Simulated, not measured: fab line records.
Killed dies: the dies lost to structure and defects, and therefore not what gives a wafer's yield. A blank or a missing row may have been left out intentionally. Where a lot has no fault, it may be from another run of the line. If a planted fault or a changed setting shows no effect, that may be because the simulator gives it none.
Chamber matching + flow sky130 + cmp-02 running SKY_CONTACT_CMP_04: 4 sister chambers
The step polishes SiO2. 4 wafers are shown with their chamber, then 7 later ones without.

WAFERS WITH THEIR CHAMBER
| wafer  | chamber | motor current A (A) |
|--------|---------|---------------------|
| L753.1 | 2       | 12.2                |
| L753.5 | 1       | 13.5                |
| L764.1 | 3       | 12.7                |
| L764.4 | 0       | 10.7                |

WAFERS WITH NO CHAMBER GIVEN
| wafer  | motor current A (A) |
|--------|---------------------|
| L764.5 | 10.4                |
| L765.3 | 12.7                |
| L765.4 | 12.7                |
| L765.6 | 13.3                |
| L766.1 | 13.3                |
| L766.3 | 12.1                |
| L766.4 | 12.9                |

WHICH CHAMBER EACH WENT THROUGH
| wafer  | from the rows above | in truth                   |
|--------|---------------------|----------------------------|
| L764.5 | 0                   | 0                          |
| L765.3 | 3                   | 3                          |
| L765.4 | 3                   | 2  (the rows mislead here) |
| L765.6 | 1                   | 1                          |
| L766.1 | 1                   | 1                          |
| L766.3 | 2                   | 2                          |
| L766.4 | 3                   | 3                          |
Correctly placed: 6 of 7. From these rows, 0 cannot be placed. Number placed wrongly: 1.
How it was worked out, from the rows above alone: a wafer's distance from a chamber is the root of the sum, over the readings, of the square of ((its reading less the chamber's mean) divided by the reading's scatter). The wafer belongs to the nearest chamber; if the next one is less than 2 further off, it can't be placed. A chamber's mean is the mean of its shown wafers. The scatter: with one shown wafer a chamber, the root of the mean of the squares of how far each hidden wafer lies from its nearest shown one.
